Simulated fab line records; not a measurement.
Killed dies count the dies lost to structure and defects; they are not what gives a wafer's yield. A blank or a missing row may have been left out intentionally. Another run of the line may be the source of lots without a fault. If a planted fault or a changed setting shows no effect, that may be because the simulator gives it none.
Matching of chambers | flow sky130 | SKY_VIA3_CMP_24 on cmp-01: 4 sister chambers
The step polishes, stops on SiO2, t overpolish 20 s, target thk 0 nm. 8 wafers are shown with their chamber, then 12 later ones without.

== WAFERS WITH THEIR CHAMBER ==
wafer  | chamber | motor_current_A (A) | time_to_endpoint_s (s)
L082.4 | 2       | 8.1                 | 92
L087.4 | 0       | 10.5                | 107
L090.1 | 0       | 11.0                | 103
L090.4 | 1       | 10.3                | 104
L090.6 | 3       | 11.2                | 100
L092.2 | 1       | 10.1                | 104
L092.3 | 2       | 8.3                 | 93
L092.4 | 3       | 11.9                | 95

== WAFERS WITH NO CHAMBER GIVEN ==
wafer  | motor_current_A (A) | time_to_endpoint_s (s)
L092.1 | 11.5                | 99
L092.5 | 8.2                 | 95
L092.6 | 11.4                | 95
L093.3 | 12.2                | 93
L093.4 | 10.3                | 104
L093.5 | 8.3                 | 92
L094.1 | 10.3                | 100
L094.4 | 11.2                | 96
L094.5 | 10.3                | 103
L096.2 | 10.8                | 102
L096.4 | 10.2                | 109
L096.6 | 8.6                 | 96

== EACH ONE'S CHAMBER ==
wafer  | from the rows above          | in truth
L092.1 | 3                            | 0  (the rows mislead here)
L092.5 | 2                            | 2
L092.6 | 3                            | 3
L093.3 | 3                            | 3
L093.4 | can't be placed: 1 or 0      | 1
L093.5 | 2                            | 2
L094.1 | can't be placed: 1 or 0      | 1
L094.4 | 3                            | 3
L094.5 | can't be placed: 1 or 0      | 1
L096.2 | can't be placed: 0 or 1 or 3 | 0
L096.4 | can't be placed: 1 or 0      | 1
L096.6 | 2                            | 2
Correct placement for 6 of the 12. Unplaceable from these rows: 5, with the true chamber sitting among the candidates in 5. Number placed wrongly: 1.
How it was worked out, from the rows above alone: a wafer's distance from a chamber is the root of the sum, over the readings, of the square of ((its reading less the chamber's mean) divided by the reading's scatter). If the next closest chamber is less than 2 further off than the closest, the wafer can't be placed; otherwise it belongs to the closest. Each chamber's mean is taken over the wafers shown for it. The scatter: take each reading less its chamber's mean, square it, sum over the shown wafers, divide by the number of wafers less the number of chambers, and take the root.
